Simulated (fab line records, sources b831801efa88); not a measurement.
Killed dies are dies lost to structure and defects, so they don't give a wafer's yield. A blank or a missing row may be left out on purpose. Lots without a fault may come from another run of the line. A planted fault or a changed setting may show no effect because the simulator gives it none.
Which tool did it? | flow gf180mcu | 6 lots, 18 wafers sampled, at 3 steps of a route of 602

WHAT THE GAUGES READ, wafer by wafer
GF_VT_IMPLANT_RS_MEAS_49: measures by four-point-probe.
lot  | measured     | on            | MVPSD_RS (ohm/sq)
L913 | day 7 22:19  | film_metro-03 | 1172.1 1172.4 1174.3
L917 | day 8 23:59  | film_metro-01 | 1169.9 1167.3 1170.8
L919 | day 9 09:33  | film_metro-03 | 1198.1 1197.0 1196.6
L927 | day 11 19:36 | film_metro-02 | 1164.6 1164.1 1169.7
L932 | day 13 04:29 | film_metro-02 | 1167.4 1169.1 1168.1
L934 | day 13 19:40 | film_metro-01 | 1165.0 1166.9 1167.7

WHICH TOOL RAN EACH LOT (tool, then ch and the chambers of the sampled wafers, then the start)
lot  | GF_STI_STRIP_15                     | GF_MVPSD_IMPLANT_08
L913 | plasma_asher-01 ch 0,1, day 2 08:55 | implanter-03 ch 0, day 5 09:01
L917 | plasma_asher-02 ch 0, day 3 05:05   | implanter-04 ch 0, day 6 06:51
L919 | plasma_asher-01 ch 0,1, day 3 14:09 | implanter-03 ch 0, day 6 16:42
L927 | plasma_asher-01 ch 0,1, day 5 07:51 | implanter-04 ch 0, day 8 18:39
L932 | plasma_asher-03 ch 0,1, day 6 08:37 | implanter-01 ch 0, day 10 00:08
L934 | plasma_asher-03 ch 0,1, day 6 18:36 | implanter-04 ch 0, day 10 11:54
- GF_STI_STRIP_15: strips in O2/N2.
- GF_MVPSD_IMPLANT_08

THE ANSWER, worked out from the rows above alone
Rule: what is usual is taken from the lots themselves. Put in order of their means at a reading, lots are off if they are a third of the lots or fewer, leave a main group of 4 or more, and stand apart from it by a gap of 3 or more times the standard deviation of the main group's means; of several such gaps the widest counts. A main group whose means are all the same, to the digits that the tables above print for the reading, isn't used. A lot without any number at a reading at which 4 lots or more have one is off too. The other lots that the step has rows for count as sound.
Off: L919, at GF_VT_IMPLANT_RS_MEAS_49 (MVPSD_RS). The main group: mean 1168.6 ohm/sq, standard deviation 2.4.
A tool fits if, at a process step before that reading, it ran every lot that is off, and no sound lot after the first of them. The gauges at GF_VT_IMPLANT_RS_MEAS_49 are tried like those tools. Can't be told from this: 2 tools fit, implanter-03 at GF_MVPSD_IMPLANT_08, film_metro-03 at GF_VT_IMPLANT_RS_MEAS_49.

WHAT THE SIMULATOR HAD PUT IN
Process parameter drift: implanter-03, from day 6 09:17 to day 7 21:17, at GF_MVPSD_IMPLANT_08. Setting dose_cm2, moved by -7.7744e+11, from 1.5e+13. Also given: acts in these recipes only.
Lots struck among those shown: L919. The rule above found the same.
